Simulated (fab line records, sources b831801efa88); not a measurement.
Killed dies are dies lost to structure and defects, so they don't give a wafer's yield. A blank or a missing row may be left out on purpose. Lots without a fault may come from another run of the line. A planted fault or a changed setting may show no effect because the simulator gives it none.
Chamber matching | flow sky130 | SKY_FIELD_ISO_ETCH_17 on rie_si-02: 4 sister chambers
The step etches Si in HBr/Cl2/O2, target depth 342 nm, time 97.7 s. 27 wafers are shown with their chamber, then 12 later ones without.

WAFERS WITH THEIR CHAMBER
wafer  | chamber | drypump_motor_current_A (A) | oes_product_au (a.u.) | throttle_valve_pct (%)
L076.2 | 3       | 5.7                         | 0.996                 | 25.663
L076.3 | 2       | 6.1                         | 1.003                 | 25.664
L076.4 | 0       | 5.5                         | 1.003                 | 25.660
L077.1 | 1       | 5.3                         | 1.011                 | 25.655
L077.3 | 0       | 5.5                         | 1.009                 | 25.664
L077.5 | 2       | 6.0                         | 1.014                 | 25.656
L078.4 | 1       | 5.3                         | 1.013                 | 25.657
L078.5 | 3       | 5.7                         | 0.999                 | 25.665
L078.6 | 0       | 5.5                         | 1.013                 | 25.661
L079.1 | 0       | 5.5                         | 1.007                 | 25.646
L079.4 | 1       | 5.3                         | 1.024                 | 25.649
L079.5 | 0       | 5.5                         | 1.011                 | 25.637
L082.1 | 1       | 5.3                         | 1.008                 | 25.646
L082.2 | 2       | 6.1                         | 1.007                 | 25.642
L082.6 | 0       | 5.5                         | 1.007                 | 25.648
L084.1 | 1       | 5.3                         | 1.001                 | 25.638
L084.2 | 2       | 6.1                         | 1.001                 | 25.644
L084.6 | 2       | 6.0                         | 1.004                 | 25.666
L086.3 | 3       | 5.7                         | 0.989                 | 25.662
L086.4 | 0       | 5.5                         | 1.018                 | 25.660
L086.5 | 3       | 5.7                         | 1.000                 | 25.652
L087.1 | 3       | 5.7                         | 0.995                 | 25.652
L087.2 | 1       | 5.3                         | 1.008                 | 25.655
L087.3 | 0       | 5.4                         | 1.012                 | 25.645
L088.1 | 0       | 5.5                         | 1.016                 | 25.644
L088.2 | 2       | 6.1                         | 1.007                 | 25.646
L088.5 | 3       | 5.6                         | 0.993                 | 25.662

SIGNATURES (means of the wafers above)
reading                 | chamber 0 | chamber 1 | chamber 2 | chamber 3 | scatter within a chamber
drypump_motor_current_A | 5.489     | 5.300     | 6.067     | 5.683     | 0.0364
oes_product_au          | 1.01067   | 1.01083   | 1.00600   | 0.99533   | 0.00533
throttle_valve_pct      | 25.65167  | 25.65000  | 25.65300  | 25.65933  | 0.00865
Rule: a wafer's distance from a chamber is the root of the sum, over the readings, of the square of ((its reading less the chamber's mean) divided by the reading's scatter). The wafer belongs to the nearest chamber; if the next one is less than 2 further off, it can't be placed. The scatter: the root of (the sum of the squares of (reading less its chamber's mean) over the shown wafers, divided by (wafers less chambers)).

WAFERS WITHOUT THEIR CHAMBER
wafer  | drypump_motor_current_A (A) | oes_product_au (a.u.) | throttle_valve_pct (%)
L090.1 | 5.5                         | 1.008                 | 25.653
L090.3 | 5.7                         | 0.990                 | 25.666
L090.6 | 5.5                         | 1.013                 | 25.643
L092.2 | 6.1                         | 1.002                 | 25.668
L092.3 | 5.6                         | 0.987                 | 25.651
L092.4 | 5.5                         | 1.002                 | 25.669
L094.4 | 5.5                         | 1.005                 | 25.654
L094.5 | 5.3                         | 0.993                 | 25.665
L094.6 | 6.1                         | 0.994                 | 25.663
L096.1 | 5.5                         | 1.015                 | 25.650
L096.2 | 5.3                         | 1.014                 | 25.651
L096.4 | 5.7                         | 0.996                 | 25.655

WHICH CHAMBER EACH WENT THROUGH
wafer  | from the rows above | in truth
L090.1 | 0                   | 0
L090.3 | 3                   | 3
L090.6 | 0                   | 0
L092.2 | 2                   | 2
L092.3 | 3                   | 3
L092.4 | 0                   | 0
L094.4 | 0                   | 0
L094.5 | 1                   | 1
L094.6 | 2                   | 2
L096.1 | 0                   | 0
L096.2 | 1                   | 1
L096.4 | 3                   | 3
Placed correctly: 12 of 12. Can't be placed from these rows: 0. Placed wrongly: 0.
